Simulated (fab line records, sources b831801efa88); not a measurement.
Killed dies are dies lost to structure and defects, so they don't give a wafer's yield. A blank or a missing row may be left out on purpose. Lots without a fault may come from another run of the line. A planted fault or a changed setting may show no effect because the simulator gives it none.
Chamber matching | flow gf180mcu | GF_V5_CMP_04 on cmp-02: 4 sister chambers
The step polishes SiO2. 16 wafers are shown with their chamber, then 8 later ones without.

WAFERS WITH THEIR CHAMBER
wafer  | chamber | motor_current_A (A)
L352.3 | 0       | 11.3
L352.4 | 1       | 11.9
L352.6 | 3       | 12.2
L357.1 | 0       | 11.1
L357.4 | 2       | 10.9
L357.6 | 3       | 11.7
L361.2 | 1       | 12.1
L361.3 | 2       | 10.6
L361.6 | 2       | 10.6
L364.2 | 2       | 11.1
L364.3 | 0       | 11.2
L364.6 | 2       | 9.9
L369.1 | 1       | 12.7
L369.2 | 2       | 10.8
L369.5 | 0       | 11.2
L371.1 | 2       | 10.8

SIGNATURES (means of the wafers above)
reading         | chamber 0 | chamber 1 | chamber 2 | chamber 3 | scatter within a chamber
motor_current_A | 11.200    | 12.233    | 10.671    | 11.950    | 0.337
Rule: a wafer's distance from a chamber is the root of the sum, over the readings, of the square of ((its reading less the chamber's mean) divided by the reading's scatter). The wafer belongs to the nearest chamber; if the next one is less than 2 further off, it can't be placed. The scatter: the root of (the sum of the squares of (reading less its chamber's mean) over the shown wafers, divided by (wafers less chambers)).

WAFERS WITHOUT THEIR CHAMBER
wafer  | motor_current_A (A)
L371.5 | 12.5
L371.6 | 11.2
L372.2 | 10.9
L372.3 | 12.1
L372.5 | 11.0
L373.2 | 12.3
L373.3 | 10.7
L373.6 | 11.0

WHICH CHAMBER EACH WENT THROUGH
wafer  | from the rows above     | in truth
L371.5 | can't be placed: 1 or 3 | 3
L371.6 | can't be placed: 0 or 2 | 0
L372.2 | can't be placed: 2 or 0 | 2
L372.3 | can't be placed: 1 or 3 | 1
L372.5 | can't be placed: 0 or 2 | 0
L373.2 | can't be placed: 1 or 3 | 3
L373.3 | can't be placed: 2 or 0 | 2
L373.6 | can't be placed: 0 or 2 | 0
Placed correctly: 0 of 8. Can't be placed from these rows: 8 (the true chamber is among the candidates in 8). Placed wrongly: 0.
